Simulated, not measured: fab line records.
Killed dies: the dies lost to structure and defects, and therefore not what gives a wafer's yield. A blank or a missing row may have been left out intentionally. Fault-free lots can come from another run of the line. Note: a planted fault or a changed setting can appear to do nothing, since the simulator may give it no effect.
fab line records	flow sky130
record: lots: 14	wafers: 42	last-day: 50
route steps=708 shown VIA2@522 METAL3@536 CAPM@537
lots that met no fault: taken from a fault-free run of the same line
start-h: the number of hours between the record's first day and the start of the first shown wafer of the lot	wait-h: how many hours have passed since the lot's step before this one	" the same as in the row above	L1.1+2: a row that stands for several wafers	- either no value or no given start	* or withheld: withheld	< > ~ a bound
route shown NAME@n: a module of which the file shows steps, and the number in the route of the first	usual: average and standard deviation across the fault-free wafers	same: alike in all rows	chamber/n: place in a boat	sites: per-site readings	_std_site: the values' standard deviation	_edge_site: mean of outer sites minus mean of inner sites	radius-mm: how far each site lies from the wafer's centre	mask NAME#n: copy n	behind: tool/chamber where the wafer was last shaped	hold: the reason the lot was held/the length of the hold in hours/how it ended	device: the n, p or np transistor that did not switch	end of line: tests run on the same wafers once the route is complete	a step without rows: its recipe alone	killed: the dies lost at the first sort to structure and to defects; this is not the yield of the wafer	map: a wafer's dies, marking killed ones x, the rest . and places with no die _
set.NAME: the setting as run; set.NAME@STEP: as run at that earlier step	model.NAME: the simulator's own value behind a step, which no gauge read
steps of the route over a sample of lots; a table a step, a row a wafer
services: the hour from which a tool's chamber was out of use, counted from the record's first day as start-h (under 0 if before that day), plus the number of hours and why
== steps ==
step: SKY_VIA2_ETCH_15
recipe: target: SiO2	chemistry: C4F8/O2/Ar	target-depth-nm: 546	stop-on: TiN	mask-material: KrF-thick	source-w: 1500	bias-w: 1200	pressure-mtorr: 40	c4f8-flow-sccm: withheld	O2_flow_sccm: 6	Ar_flow_sccm: 300	time-s: 84
usual: oes-product-au: 0.939/0.0049
lot.wafer	tool	chamber	start-h	wait-h	oes-product-au	rf-hours-counter-h
L255.2	rie-diel-01	2	841.55	0.0	0.940	25
L255.3	"	1	"	"	0.939	16
L255.4	"	3	"	"	0.939	19
L256.2	rie-diel-01	1	845.71	0.0	0.943	16
L256.4	"	1	"	"	0.933	-
L256.5	"	3	"	"	0.942	-
L257.3	rie-diel-02	1	856.33	0.0	0.943	6
L257.4	"	3	"	"	0.939	-
L257.6	"	1	"	"	0.943	-
L260.3	rie-diel-03	2	882.55	0.0	0.944	25
L260.5	"	3	"	"	0.938	-
L260.6	"	2	"	"	0.940	-
L262.2	rie-diel-02	1	893.69	0.0	0.940	8
L262.3	"	3	"	"	0.939	12
L262.5	"	0	"	"	0.933	-
L264.1	rie-diel-03	1	926.38	0.0	0.935	23
L264.3	"	2	"	"	0.938	26
L264.4	"	3	"	"	0.945	2
L265.1	rie-diel-03	3	944.20	0.0	0.939	3
L265.2	"	0	"	"	0.943	9
L265.6	"	0	"	"	0.941	-
L266.1	rie-diel-03	2	945.33	0.0	0.941	27
L266.3	"	3	"	"	0.941	3
L266.4	"	0	"	"	0.941	9
L269.1	rie-diel-03	2	954.98	0.0	0.928	27
L269.2	"	0	"	"	0.949	9
L269.4	"	3	"	"	0.939	3
L270.1	rie-diel-01	3	958.60	0.0	0.944	1
L270.2	"	2	"	"	0.943	2
L270.6	"	0	"	"	0.940	-
L274.4	rie-diel-02	3	981.54	0.0	0.948	-
L274.5	"	2	"	"	0.941	-
L274.6	"	0	"	"	0.943	-
L276.1	rie-diel-03	2	992.60	0.0	0.945	29
L276.4	"	3	"	"	0.939	4
L276.6	"	1	"	"	0.938	-
L277.2	rie-diel-02	0	995.76	0.0	0.936	18
L277.4	"	1	"	"	0.942	11
L277.5	"	3	"	"	0.948	-
L278.1	rie-diel-02	0	1007.78	0.0	0.936	19
L278.2	"	1	"	"	0.937	11
L278.3	"	2	"	"	0.942	13
step: SKY_METAL3_SPUTTER_04
recipe: material: TiN	target-thk-nm: 70	power-w: 6500	time-s: 58.3	chamber-pressure-pa: 0.4
usual: cathode-dc-power-W: 6500.1/1.2	throttle-valve-pct: 30.7/0.72
lot.wafer	tool	chamber	start-h	wait-h	cathode-dc-power-W	throttle-valve-pct
L255.2	pvd-sputter-02	-	842.98	0.0	6499.0	31.6
L255.3	"	-	"	"	6500.1	30.8
L255.4	"	-	"	"	6499.2	31.1
L256.2	pvd-sputter-02	-	847.15	0.0	6500.9	30.8
L256.4	"	-	"	"	6499.4	31.9
L256.5	"	-	"	"	6500.9	30.8
L257.3	pvd-sputter-01	-	857.76	0.0	6498.2	30.3
L257.4	"	-	"	"	6498.6	29.6
L257.6	"	-	"	"	6501.7	30.4
L260.3	pvd-sputter-03	-	883.99	0.0	6501.4	31.0
L260.5	"	-	"	"	6499.3	30.8
L260.6	"	-	"	"	6500.5	29.3
L262.2	pvd-sputter-02	-	895.12	0.0	6500.2	31.1
L262.3	"	-	"	"	6499.6	30.8
L262.5	"	-	"	"	6500.2	31.4
L264.1	pvd-sputter-01	-	927.87	0.0	6501.2	30.5
L264.3	"	-	"	"	6497.8	31.2
L264.4	"	-	"	"	6501.7	30.4
L265.1	pvd-sputter-02	-	945.64	0.0	6497.3	31.0
L265.2	"	-	"	"	6500.7	30.9
L265.6	"	-	"	"	6501.8	31.3
L266.1	pvd-sputter-02	-	946.76	0.0	6499.2	31.3
L266.3	"	-	"	"	6498.1	31.3
L266.4	"	-	"	"	6499.1	30.7
L269.1	pvd-sputter-01	-	956.42	0.0	6499.3	29.8
L269.2	"	-	"	"	6501.7	31.3
L269.4	"	-	"	"	6499.5	30.5
L270.1	pvd-sputter-02	-	960.05	0.0	6501.5	30.8
L270.2	"	-	"	"	6500.1	31.1
L270.6	"	-	"	"	6500.9	30.8
L274.4	pvd-sputter-02	-	982.94	0.0	6498.6	31.1
L274.5	"	-	"	"	6500.5	31.2
L274.6	"	-	"	"	6497.2	31.3
L276.1	pvd-sputter-01	-	994.04	0.0	6497.8	30.0
L276.4	"	-	"	"	6499.4	30.3
L276.6	"	-	"	"	6502.4	31.4
L277.2	pvd-sputter-01	-	997.32	0.0	6499.1	31.3
L277.4	"	-	"	"	6499.6	29.6
L277.5	"	-	"	"	6500.4	30.5
L278.1	pvd-sputter-03	-	1009.21	0.0	6498.0	29.2
L278.2	"	-	"	"	6500.7	29.8
L278.3	"	-	"	"	6500.0	31.4
step: SKY_CAPM_CVD_00
recipe: material: SiO2	target-thk-nm: 15.5	temp-c: 400	time-s: withheld	rf-w: 450
usual: heater-power-w: 758/100
lot.wafer	tool	chamber	start-h	wait-h	heater-power-w
L255.2	pecvd-03	2	843.03	0.0	934
L255.3	"	0	"	"	760
L255.4	"	2	"	"	928
L256.2	pecvd-04	0	847.20	0.0	740
L256.4	"	0	"	"	746
L256.5	"	2	"	"	614
L257.3	pecvd-03	1	857.81	0.0	907
L257.4	"	1	"	"	887
L257.6	"	2	"	"	810
L260.3	pecvd-02	2	884.03	0.0	656
L260.5	"	1	"	"	726
L260.6	"	0	"	"	729
L262.2	pecvd-04	2	895.17	0.0	626
L262.3	"	0	"	"	735
L262.5	"	2	"	"	612
L264.1	pecvd-04	1	927.92	0.0	857
L264.3	"	0	"	"	750
L264.4	"	0	"	"	768
L265.1	pecvd-02	2	945.69	0.0	546
L265.2	"	1	"	"	813
L265.6	"	2	"	"	540
L266.1	pecvd-04	2	946.81	0.0	656
L266.3	"	0	"	"	772
L266.4	"	2	"	"	649
L269.1	pecvd-02	0	956.47	0.0	725
L269.2	"	2	"	"	623
L269.4	"	2	"	"	636
L270.1	pecvd-04	1	960.10	0.0	712
L270.2	"	0	"	"	675
L270.6	"	0	"	"	683
L274.4	pecvd-04	1	983.00	0.0	856
L274.5	"	2	"	"	629
L274.6	"	0	"	"	701
L276.1	pecvd-03	0	994.09	0.0	750
L276.4	"	0	"	"	753
L276.6	"	2	"	"	946
L277.2	pecvd-02	0	997.37	0.0	710
L277.4	"	0	"	"	725
L277.5	"	1	"	"	789
L278.1	pecvd-03	1	1009.26	0.0	818
L278.2	"	2	"	"	920
L278.3	"	0	"	"	903
step: SKY_CAPM_THK_MEAS_01
recipe: reads: SiO2_of_CAPM_CVD_00
usual: CAPM_CVD_00_THK: 15.46/0.29
lot.wafer	tool	chamber	start-h	wait-h	CAPM_CVD_00_THK[nm]
L255.2	film-metro-01	-	843.07	-	15.64
L255.3	"	-	"	"	15.14
L255.4	"	-	"	"	15.96
L256.2	film-metro-04	-	847.24	-	15.29
L256.4	"	-	"	"	15.54
L256.5	"	-	"	"	15.24
L257.3	film-metro-04	-	857.85	-	14.97
L257.4	"	-	"	"	15.27
L257.6	"	-	"	"	15.83
L260.3	film-metro-04	-	884.08	-	15.32
L260.5	"	-	"	"	15.88
L260.6	"	-	"	"	15.64
L262.2	film-metro-01	-	895.20	-	15.15
L262.3	"	-	"	"	15.32
L262.5	"	-	"	"	15.32
L264.1	film-metro-04	-	927.94	-	15.13
L264.3	"	-	"	"	15.25
L264.4	"	-	"	"	15.63
L265.1	film-metro-01	-	945.71	-	15.35
L265.2	"	-	"	"	15.28
L265.6	"	-	"	"	15.56
L266.1	film-metro-04	-	946.83	-	15.14
L266.3	"	-	"	"	15.61
L266.4	"	-	"	"	15.34
L269.1	film-metro-04	-	956.49	-	15.14
L269.2	"	-	"	"	15.35
L269.4	"	-	"	"	15.44
L270.1	film-metro-04	-	960.12	-	15.06
L270.2	"	-	"	"	12.79
L270.6	"	-	"	"	13.03
L274.4	film-metro-01	-	983.04	-	15.60
L274.5	"	-	"	"	15.03
L274.6	"	-	"	"	13.23
L276.1	film-metro-01	-	994.11	-	15.64
L276.4	"	-	"	"	15.99
L276.6	"	-	"	"	16.24
L277.2	film-metro-01	-	997.40	-	15.48
L277.4	"	-	"	"	15.84
L277.5	"	-	"	"	15.60
L278.1	film-metro-01	-	1009.28	-	15.01
L278.2	"	-	"	"	15.78
L278.3	"	-	"	"	15.50
step: SKY_CAPM_METAL_ETCH_13
recipe: target-depth-nm: 220	stop-on: SiO2	chemistry: Cl2/BCl3	target: TiN	pressure-mtorr: 10	icp-w: 900	bias-w: 48.5	Cl2_flow_sccm: 60	bcl3-flow-sccm: 30	time-s: 62.9
usual: drypump-motor-current-A: 6.1/0.33	mfc-cl2-sccm: 60.01/0.22	oes-product-au: 0.960/0.0073	throttle-valve-pct: 21.891/0.0099
lot.wafer	tool	chamber	start-h	wait-h	drypump-motor-current-A	mfc-cl2-sccm	oes-product-au	rf-hours-counter-h	throttle-valve-pct
L255.2	rie-metal-01	0	869.60	0.0	5.6	60.22	0.951	0	21.896
L255.3	"	0	"	"	5.6	60.14	0.942	-	21.895
L255.4	"	1	"	"	6.2	60.00	0.953	-	21.911
L256.2	rie-metal-01	1	873.40	0.0	6.3	60.29	0.955	9	21.889
L256.4	"	0	"	"	5.6	59.59	0.965	-	21.886
L256.5	"	0	"	"	5.6	59.69	0.949	-	21.896
L257.3	rie-metal-04	0	883.64	0.0	6.1	59.89	0.949	-	21.915
L257.4	"	1	"	"	6.5	60.06	0.964	-	21.881
L257.6	"	1	"	"	6.5	59.92	0.953	-	21.898
L260.3	rie-metal-04	1	909.39	0.0	6.5	59.92	0.951	-	21.903
L260.5	"	0	"	"	6.1	59.90	0.949	-	21.912
L260.6	"	1	"	"	6.5	59.89	0.957	-	21.908
L262.2	rie-metal-04	0	920.48	0.0	6.1	59.93	0.963	6	21.878
L262.3	"	0	"	"	6.1	59.85	0.970	-	21.903
L262.5	"	0	"	"	6.1	60.21	0.965	-	21.889
L264.1	rie-metal-01	1	952.37	0.0	6.2	60.01	0.956	12	21.885
L264.3	"	1	"	"	6.3	60.09	0.969	-	21.889
L264.4	"	0	"	"	5.6	60.08	0.955	-	21.891
L265.1	rie-metal-03	1	969.87	0.0	6.1	59.96	0.947	14	21.907
L265.2	"	0	"	"	5.6	59.96	0.960	7	21.886
L265.6	"	1	"	"	6.1	59.79	0.960	-	21.899
L266.1	rie-metal-01	0	971.40	0.0	5.6	59.83	0.950	4	21.888
L266.3	"	1	"	"	6.2	60.67	0.965	-	21.904
L266.4	"	0	"	"	5.6	60.18	0.961	-	21.880
L269.1	rie-metal-04	1	981.43	0.0	6.5	59.48	0.968	16	21.887
L269.2	"	0	"	"	6.1	59.99	0.960	10	21.899
L269.4	"	1	"	"	6.5	59.64	0.955	-	21.903
L270.1	rie-metal-03	0	984.30	0.0	5.6	60.48	0.967	8	21.886
L270.2	"	1	"	"	6.1	60.27	0.975	15	21.884
L270.6	"	1	"	"	6.1	60.18	0.966	-	21.882
L274.4	rie-metal-04	1	1006.78	0.0	6.5	59.86	0.963	-	21.889
L274.5	"	1	"	"	6.5	60.17	0.963	-	21.886
L274.6	"	0	"	"	6.1	60.21	0.945	-	21.895
L276.1	rie-metal-03	0	1017.07	0.0	5.6	60.01	0.969	10	21.879
L276.4	"	1	"	"	6.1	59.96	0.949	-	21.888
L276.6	"	0	"	"	5.6	60.33	0.962	-	21.890
L277.2	rie-metal-01	1	1021.28	0.0	6.3	59.71	0.966	16	21.882
L277.4	"	1	"	"	6.2	59.95	0.958	-	21.911
L277.5	"	0	"	"	5.6	59.48	0.958	-	21.901
L278.1	rie-metal-04	1	1031.92	0.0	6.5	60.07	0.958	17	21.881
L278.2	"	0	"	"	6.1	60.26	0.965	13	21.895
L278.3	"	0	"	"	6.1	60.10	0.943	-	21.896
step: SKY_METAL3_ETCH_17
recipe: target: SiO2	stop-on: TiN	chemistry: C4F8/O2/Ar	source-w: 1500	bias-w: 1200	pressure-mtorr: 40	c4f8-flow-sccm: withheld	O2_flow_sccm: 6	Ar_flow_sccm: 300	time-s: 3.9	target-depth-a: 150
usual: oes-product-au: 0.753/0.0084
lot.wafer	tool	chamber	start-h	wait-h	oes-product-au	rf-hours-counter-h
L255.2	rie-diel-03	2	895.94	0.1	0.759	25
L255.3	"	1	"	"	0.752	22
L255.4	"	0	"	"	0.761	8
L256.2	rie-diel-03	0	900.30	0.1	0.747	8
L256.4	"	1	"	"	0.760	22
L256.5	"	1	"	"	0.751	-
L257.3	rie-diel-01	1	910.13	0.0	0.743	18
L257.4	"	0	"	"	0.745	-
L257.6	"	1	"	"	0.767	-
L260.3	rie-diel-04	2	934.80	0.0	0.749	16
L260.5	"	3	"	"	0.764	-
L260.6	"	0	"	"	0.766	-
L262.2	rie-diel-01	1	946.04	0.1	0.742	18
L262.3	"	0	"	"	0.752	9
L262.5	"	0	"	"	0.750	-
L264.1	rie-diel-04	3	976.65	0.1	0.744	2
L264.3	"	1	"	"	0.752	9
L264.4	"	2	"	"	0.759	17
L265.1	rie-diel-03	1	994.50	0.1	0.747	25
L265.2	"	0	"	"	0.750	10
L265.6	"	1	"	"	0.748	-
L266.1	rie-diel-01	3	996.28	0.2	0.746	2
L266.3	"	2	"	"	0.761	3
L266.4	"	1	"	"	0.754	19
L269.1	rie-diel-03	0	1005.94	0.1	0.742	11
L269.2	"	1	"	"	0.743	26
L269.4	"	3	"	"	0.751	5
L270.1	rie-diel-03	2	1008.58	0.1	0.737	29
L270.2	"	1	"	"	0.692	26
L270.6	"	2	"	"	0.690	-
L274.4	rie-diel-01	0	1030.20	0.0	0.759	12
L274.5	"	0	"	"	0.741	-
L274.6	"	3	"	"	0.695	-
L276.1	rie-diel-01	0	1040.73	0.1	0.751	12
L276.4	"	1	"	"	0.769	21
L276.6	"	3	"	"	0.772	-
L277.2	rie-diel-01	0	1044.45	0.1	0.750	12
L277.4	"	2	"	"	0.766	4
L277.5	"	0	"	"	0.756	-
L278.1	rie-diel-01	0	1054.23	0.1	0.749	13
L278.2	"	2	"	"	0.761	5
L278.3	"	3	"	"	0.757	3
== services ==
tool	chamber	start-h	hours	kind
pecvd-04	0	827.98	2.4	repair
pecvd-04	-	834.98	3.7	repair
rie-diel-02	2	852.15	9.6	repair
pvd-sputter-01	-	888.99	3.3	repair
pvd-sputter-01	-	899.16	1.0	repair
pvd-sputter-02	-	903.46	4.9	repair
rie-diel-03	2	904.71	5.3	repair
rie-diel-03	0	905.24	17.4	repair
rie-diel-02	3	908.26	4.2	repair
pvd-sputter-02	-	912.67	2.7	repair
rie-diel-01	-	918.22	15.6	pm
pvd-sputter-02	-	953.53	2.9	repair
rie-metal-04	1	959.01	8.1	repair
rie-diel-01	1	961.76	5.0	repair
rie-diel-02	1	970.38	13.2	repair
rie-metal-04	1	982.31	19.4	repair
rie-metal-01	0	986.46	10.5	repair
pecvd-04	-	993.48	28.1	pm
rie-diel-03	3	993.57	3.2	repair
pvd-sputter-01	-	1016.29	9.8	repair
rie-diel-02	1	1031.89	1.4	repair
pecvd-04	0	1044.58	5.0	repair
pvd-sputter-02	-	1051.59	1.8	repair
rie-diel-02	3	1053.26	10.1	repair
== key ==
first-sign: step: SKY_CAPM_THK_MEAS_01	reading: CAPM_CVD_00_THK	direction: down	sigmas: 8.4	usual: 15.46	struck: 13.02
effect: step: SKY_METAL3_ETCH_17	reading: oes-product-au	direction: down	sigmas: 7.3	usual: 0.753	struck: 0.692
met-at SKY_CAPM_CVD_00
struck-lots L270,L274
struck-wafers L270.2,L270.6,L274.6
sort-left-out L270.2,L270.6
not-acting-at SKY_VIA2_ETCH_15,SKY_METAL3_SPUTTER_04,SKY_CAPM_METAL_ETCH_13
onset-between 946.81 960.10
fault: kind: process-parameter-drift	tool: pecvd-04	chamber: 0	onset-h: 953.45	steps: SKY_CAPM_CVD_00	channel: time-s	offset: withheld	shape: step	end-h: 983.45	acts-in: *
sort-left-out: the simulated sort isn't trusted on such a fault, so these wafers' sort isn't shown, and their yield isn't known
